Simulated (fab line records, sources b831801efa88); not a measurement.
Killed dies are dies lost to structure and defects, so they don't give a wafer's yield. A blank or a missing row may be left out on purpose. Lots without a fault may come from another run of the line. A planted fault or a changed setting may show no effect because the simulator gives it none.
Problem report in the 8D (eight disciplines) form, filled by code | flow gf180mcu | the parts of the form that need people (team, actions taken, sign-off) are left out

1. THE PROBLEM
rf_fwd_power_W at GF_SAB_ETCH_11 reads a mean of 1228 W on 2 wafers of 2 lots; wafers without a fault read 1472 W with a standard deviation of 8.2. That is -30 standard deviations from the usual mean.
The step: etches SiO2 in C4F8/O2/Ar, target depth 55 nm, time 8.5 s.
First seen on wafer L894.4, day 20 05:05, on rie_diel-04. The record holds 18 wafers of 6 lots with a number at this step. Rule for "out", or "out of limits": more than 4 standard deviations from the usual mean. The other wafers with a number count as sound.

2. WHAT IT IS AND WHAT IT IS NOT
question                    | is                             | is not
which readings at this step | rf_fwd_power_W, oes_product_au | -
which lots                  | L894, L896                     | L890, L900, L902, L903
which wafers of those lots  | L894.4, L896.5                 | L894.2, L894.6, L896.2, L896.4
read on which tools         | rie_diel-04                    | rie_diel-01, rie_diel-03
when                        | from day 20 05:05              | up to then (5 sound wafers); but 11 sound wafers of L896, L900, L902, L903 came after

3. SUSPECTS, AND WHAT RULES EACH OUT
Counting: a tool at a process step up to the reading stays a suspect if it ran every lot that is out. Sound lots after the first of them don't rule it out here, since some wafers of a struck lot are sound.
- rie_diel-04 at GF_SAB_ETCH_11 (etches SiO2 in C4F8/O2/Ar, target depth 55 nm, time 8.5 s): kept. It ran every lot that is out, first L894 (day 20 05:05); its last sound lot up to then is L890 (day 18 21:22). Its own readings are out on those wafers: oes_product_au, rf_fwd_power_W.
- Within rie_diel-04 at GF_SAB_ETCH_11: the wafers that are out ran in chamber 1; their sound lot-mates ran in chambers 2, 3.
Left after counting: rie_diel-04 at GF_SAB_ETCH_11.

4. THE CAUSE (what the simulator had put in)
Process parameter drift: rie_diel-04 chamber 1, from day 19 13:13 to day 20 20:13, at GF_SAB_ETCH_11. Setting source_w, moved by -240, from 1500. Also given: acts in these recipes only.
Counting left only this tool.

5. THE CHAIN OF EFFECTS, in route order
Each row: a reading whose mean over the struck wafers that have a number lies more than 3 standard deviations from the usual. Only readings for which the record gives a usual standard deviation are gone through. hours: the time from each lot's start at the first step in this table that gives one to its start at this step, as a median over the lots. sigmas: the change in usual standard deviations.
hours | step           | reading        | usual      | on struck wafers | change | sigmas
0     | GF_SAB_ETCH_11 | oes_product_au | 1.003 a.u. | 0.956            | -0.047 | -4.3
0     | GF_SAB_ETCH_11 | rf_fwd_power_W | 1472 W     | 1228             | -244   | -30
The process steps in it:
- GF_SAB_ETCH_11: etches SiO2 in C4F8/O2/Ar, target depth 55 nm, time 8.5 s.

6. WHAT WOULD HAVE CAUGHT IT SOONER
In this record the first reading out of limits was taken at day 20 05:05, 16 hours after the fault began at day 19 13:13.
